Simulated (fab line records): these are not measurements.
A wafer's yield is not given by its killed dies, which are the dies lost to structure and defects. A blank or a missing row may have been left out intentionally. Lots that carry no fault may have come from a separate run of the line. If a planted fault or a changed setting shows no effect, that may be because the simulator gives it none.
Problem report in the 8D (eight disciplines) form, filled by code | flow sfq-line | the parts of the form that need people (team, actions taken, sign-off) are left out

== 1. WHAT WENT WRONG ==
At SFQ_TRILAYER_A5B_METRO_MEASURE_131, thk-nm averages 607 nm over 6 wafers from 2 lots, while fault-free wafers read 339 nm, standard deviation 7.6. Relative to the usual mean, that is a shift of +35 standard deviations.
First observed at day 61 20:34: wafer L489.1, on film-metro-01. At this step, 42 wafers from 14 lots have a number in the record. Rule for "out" (also "out of limits"): further than 4 standard deviations from the usual mean. All remaining wafers that have a number are taken as sound.

== 2. WHAT IT IS AND WHAT IT IS NOT ==
question                    | is                           | is not
which readings at this step | thk-nm                       | -
which lots                  | L489, L490                   | L480, L481, L482, L484, L494, L496, L497, L499, L500, L501, L502, L503
which wafers of those lots  | all that have a number       | -
read on which tools         | film-metro-01, film-metro-04 | film-metro-02
when                        | from day 61 20:34            | up to then (12 sound wafers); but 24 sound wafers of L494, L496, L497, L499, L500, L501, L502, L503 came after

== 3. WHAT RULES OUT EACH SUSPECT ==
Counting: a tool at any process step up to the reading remains a suspect when it ran all the lots that are out and ran no sound lot after the first of those.
- cmp-02 at SFQ_TRILAYER_A5B_CMP_CMP_130 (polishes, stops on Nb, target thk 340.7 nm): ruled out as a lasting fault. Sound lots L494, L499, L502, L503 ran on it after its first lot that is out, L489 (day 61 17:34).
Left after counting: nothing in the record.

== 4. THE CAUSE (what the simulator had put in) ==
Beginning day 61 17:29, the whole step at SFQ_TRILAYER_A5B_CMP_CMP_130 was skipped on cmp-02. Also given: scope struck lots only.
The count ruled it out by mistake, since the rule takes a fault to strike every lot its tool runs from the start of the fault on, and this one did not do so.

== 5. THE EFFECT CHAIN, in route order ==
Each row: a reading whose mean over the struck wafers that have a number lies more than 3 standard deviations from the usual. Only readings for which the record gives a usual standard deviation are gone through. hours: the time from each lot's start at the first step in this table that gives one to its start at this step, as a median over the lots. sigmas: the change in usual standard deviations.
hours | step                               | reading | usual  | on struck wafers | change | sigmas
0     | SFQ_TRILAYER_A5B_METRO_MEASURE_131 | thk-nm  | 339 nm | 607              | +268   | +35
The process steps in it:
- SFQ_TRILAYER_A5B_METRO_MEASURE_131
Readings that are blank on the struck wafers while sound wafers have them: edge-zone-pressure-frac at SFQ_TRILAYER_A5B_CMP_CMP_130; head-pressure-psi at SFQ_TRILAYER_A5B_CMP_CMP_130; motor-current-A at SFQ_TRILAYER_A5B_CMP_CMP_130.
Later measuring or inspecting steps at which every struck wafer that the step has a row for has a number for every such reading, and none has moved that far: SFQ_C5_OVL_MEAS_937, SFQ_I7_BOW_MEAS_946.

== 6. WHAT WOULD HAVE CAUGHT IT SOONER ==
In this record no reading fell out of limits until day 61 20:34, 3 hours after the fault had begun at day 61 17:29.
At SFQ_TRILAYER_A5B_CMP_CMP_130 the tool's readings are blank on the struck wafers, where sound wafers have them: an empty tool record is the first sign, and it was there at once.
